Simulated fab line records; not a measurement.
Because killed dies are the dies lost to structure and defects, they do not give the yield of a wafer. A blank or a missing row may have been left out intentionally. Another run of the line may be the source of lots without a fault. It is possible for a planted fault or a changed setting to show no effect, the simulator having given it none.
Problem report in the 8D (eight disciplines) form, filled by code || flow sky130 || the parts of the form that need people (team, actions taken, sign-off) are left out

1. WHAT IS WRONG
heater_power_total_W at SKY_SONOS_ONO_SOFTBAKE_09 reads a mean of 59.97 W on 6 wafers of 2 lots; wafers without a fault read 56.59 W with a standard deviation of 0.038. Relative to the usual mean, that is a shift of +89 standard deviations.
The step: time 60 s.
First seen on wafer L557.1, day 15 11:01, on litho_track-02. At this step, 42 wafers from 14 lots have a number in the record. Rule for "out", or "out of limits": more than 4 standard deviations from the usual mean. All remaining wafers that have a number are taken as sound.

2. WHAT IT IS AND WHAT IT IS NOT
{"question": "which readings at this step", "is": "heater_power_total_W, plate_temp_C", "is not": "-"}
{"question": "which lots", "is": "L557, L558", "is not": "L546, L548, L549, L550, L554, L559, L560, L561, L565, L566, L567, L568"}
{"question": "which wafers of those lots", "is": "all that have a number", "is not": "-"}
{"question": "read on which tools", "is": "litho_track-02", "is not": "litho_track-03, litho_track-04"}
{"question": "when", "is": "from day 15 11:01", "is not": "up to then (15 sound wafers); but 21 sound wafers of L559, L560, L561, L565, L566, L567, L568 came after"}

3. SUSPECTS, AND WHAT RULES EACH OUT
Counting: a tool at any process step up to the reading remains a suspect when it ran all the lots that are out and ran no sound lot after the first of those.
- litho_track-02 at SKY_SONOS_ONO_SOFTBAKE_09 (time 60 s): ruled out as a lasting fault. Following L557 (day 15 11:01), the first lot on it that is out, the sound lots L565, L566 were run on it.
Left after counting: nothing in the record.

4. THE CAUSE (what the simulator had put in)
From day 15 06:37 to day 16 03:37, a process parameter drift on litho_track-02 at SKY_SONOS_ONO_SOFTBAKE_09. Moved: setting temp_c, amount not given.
Counting ruled it out, wrongly.

5. SEQUENCE OF EFFECTS, ordered by route
Each row: a reading where the mean over the struck wafers with a number is more than 3 standard deviations away from the usual. Readings are gone through only where the record gives a usual standard deviation; hours: the median, over the lots, of the time from a lot's start at the first step in this table giving one to that lot's start at this step; sigmas: the change measured in usual standard deviations.
{"hours": 0, "step": "SKY_SONOS_ONO_SOFTBAKE_09", "reading": "heater_power_total_W", "usual": "56.59 W", "on struck wafers": 59.97, "change": "+3.38", "sigmas": "+89"}
{"hours": 0, "step": "SKY_SONOS_ONO_SOFTBAKE_09", "reading": "plate_temp_C", "usual": "90.03 C", "on struck wafers": 93.74, "change": "+3.71", "sigmas": "+34"}
Process steps it contains:
- SKY_SONOS_ONO_SOFTBAKE_09: time 60 s.
At these later measuring or inspecting steps, every struck wafer for which the step has a row has a number for every such reading, and none has moved that far: SKY_SONOS_ONO_OVL_MEAS_14.

6. WHAT WOULD HAVE CAUGHT IT SOONER
The fault began at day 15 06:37; the first out-of-limits reading in this record came at day 15 11:01, 4 hours later.
